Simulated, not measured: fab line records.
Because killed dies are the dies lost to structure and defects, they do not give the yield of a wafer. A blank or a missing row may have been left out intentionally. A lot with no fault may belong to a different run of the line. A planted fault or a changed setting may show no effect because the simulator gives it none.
A lot that was struck, set against a sound lot    flow sky130    30 out of 708 route steps
Sound: the wafers L577.4, L577.5, L577.6. The struck wafers were L578.1, L578.2, L578.6. The cause is named last.
Order at every step that has rows: each side's tool, ch and its chambers, its first start. Under that, the readings that differ: sound wafers    struck wafers    difference of the means    sigmas: that difference in standard deviations of wafers without a fault.
alike: a reading whose means differ by less than 2 such deviations, as well as words and numbers matching on both sides. not compared: withheld readings; readings where some wafer has no value; bounds like >300 that might hide an equal value; numbers whose values overlap and for which the record gives no deviation.
A row with sigmas, a row that says differs or no value, or rows on one side alone: a step with any of these is where the two part. Non-overlapping numbers with no deviation appear without sigmas and do not part them. A reading that every wafer of one side lacks parts them only if that side has two wafers or more.

SKY_PWDE_STRIP_09: strips in O2/N2.
  sound on plasma asher-02 ch 0,1, day 3 20:56; struck on plasma asher-04 ch 0,1, day 4 02:32
  alike: drypump motor current A, oes product au, strip time to endpoint s
  not compared: rf hours counter h
SKY_PWDE_TW_MEAS_10:
  struck on film metro-02, day 4 02:38; sound on film metro-03, day 3 21:02
  alike: PWDE_TW
then, 7 steps without rows for these wafers: SKY_NWELL_DEHYDRATE_03 (time 60 s); SKY_NWELL_HMDS_04 (prime time 60 s); SKY_NWELL_COAT_05 (resist thk 3000 nm); SKY_NWELL_SOFTBAKE_06; SKY_NWELL_EXPOSE_07 (exposes mask NWM, target cd 840 nm); SKY_NWELL_PEB_08; SKY_NWELL_DEVELOP_09 (develop time 60 s).
SKY_NWELL_OVL_MEAS_10:
  struck on overlay-02, day 4 19:34; sound on overlay-01, day 4 13:44
  alike: NWELL_00_OVL
then, 2 steps without rows for these wafers: SKY_NWELL_IMPLANT_11; SKY_NWELL_IMPLANT_12.
SKY_NWELL_IMPLANT_13:
  sound on implanter-01 ch 0, day 4 14:08; struck on implanter-02 ch 0, day 4 20:13
SKY_NWELL_STRIP_14: strips in O2/N2.
  sound on plasma asher-01 ch 0,1, day 4 14:14; struck on plasma asher-01 ch 0,1, day 4 20:22
reading                       sound              struck             difference  sigmas
strip time to endpoint s (s)  36.92 36.87 36.74  37.12 36.98 37.04  +0.20       +2
  alike: drypump motor current A, oes product au
  not compared: rf hours counter h
SKY_NWELL_TW_MEAS_15:
  struck on film metro-01, day 4 20:28; sound on film metro-03, day 4 14:20
  alike: NWELL_TW
then, 7 steps without rows for these wafers: SKY_NWELL_DEHYDRATE_16 (time 60 s); SKY_NWELL_HMDS_17 (prime time 60 s); SKY_NWELL_COAT_18 (resist thk 3000 nm); SKY_NWELL_SOFTBAKE_19; SKY_NWELL_EXPOSE_20 (exposes mask NWM COMPLEMENT, target cd 840 nm); SKY_NWELL_PEB_21; SKY_NWELL_DEVELOP_22 (develop time 60 s).
SKY_NWELL_OVL_MEAS_23:
  struck on overlay-01, day 5 13:13; sound on overlay-02, day 5 07:26
  alike: NWELL_01_OVL
following that, these wafers have no rows for 1 step: SKY_NWELL_IMPLANT_24.
SKY_NWELL_STRIP_25: strips in O2/N2.
  sound on plasma asher-03 ch 0,1, day 5 07:38; struck on plasma asher-03 ch 0,1, day 5 13:24
reading                       sound              struck             difference  sigmas
strip time to endpoint s (s)  36.83 36.83 36.83  36.96 37.01 37.07  +0.18       +2
  alike: drypump motor current A, oes product au
  not compared: rf hours counter h
SKY_NWELL_TW_MEAS_26:
  struck on film metro-03, day 5 13:30; sound on film metro-02, day 5 07:44
  alike: NWELL_2_TW
then, 1 step without rows for these wafers: SKY_NWELL_CLEAN_27 (cleans in SC1/SC2, time 150 s).
SKY_NWELL_RTA_28: time 30 s.
  sound on rtp anneal-02 ch 0, day 5 07:52; struck on rtp anneal-02 ch 0, day 5 13:37
  alike: lamp power pct, wafer_temp_C_max
SKY_NWELL_RS_MEAS_29: measures by four-point-probe.
  struck on film metro-02, day 5 13:43; sound on film metro-01, day 5 07:59
reading            sound              struck             difference  sigmas
NWELL_RS (ohm/sq)  623.8 624.9 623.1  601.0 601.7 600.8  -22.8       -10
-- the record jumps here: 41 days lie between the struck wafers' starts before and after (it left off in module NWELL and takes up again in module PAD_OPEN, whose first step shown is number 708 of the route) --
SKY_PAD_OPEN_PROBE_99:
  struck on prober-01, day 46 12:54; sound on prober-02, day 45 21:35
reading                                 sound                          struck                         difference  sigmas
model.etest.nfet_16v.r on ohm um        1.409e+04 1.391e+04 1.386e+04  1.304e+04 1.316e+04 1.314e+04  -8.400e+02  
model.etest.pfet g5v0d10v5.r on ohm um  4807 4775 4797                 5096 5138 5091                 +315        
model.etest.tip p.rs ohm sq             6948 6887 6883                 7129 7202 7147                 +253        
model.etest.tip_p_5v.rs ohm sq          2844 2858 2822                 2960 2972 2947                 +118        
model.etest.pfet g5v0d10v5.drive ua um  338.6 336.9 337.7              317.4 314.9 314.4              -22.2       
model.etest.pfet_01v8_lvt.drive ua um   173.6 173.7 173.7              153.7 153.5 155.2              -19.5       
  alike: killed_at_M0_to_M3, killed_at_M4_up, killed at contacts, killed at front end, killed at other, killed dies, killed open, killed short
  not compared: model.etest.pfet_16v.r on ohm um, model.etest.pfet_01v8.r on ohm um

WHERE THEY PART
First at SKY_NWELL_STRIP_14; last, within this record, at SKY_NWELL_RS_MEAS_29. Later steps at which nothing parts them and some readings are alike: SKY_PAD_OPEN_PROBE_99.

WHY: what had been put in by the simulator
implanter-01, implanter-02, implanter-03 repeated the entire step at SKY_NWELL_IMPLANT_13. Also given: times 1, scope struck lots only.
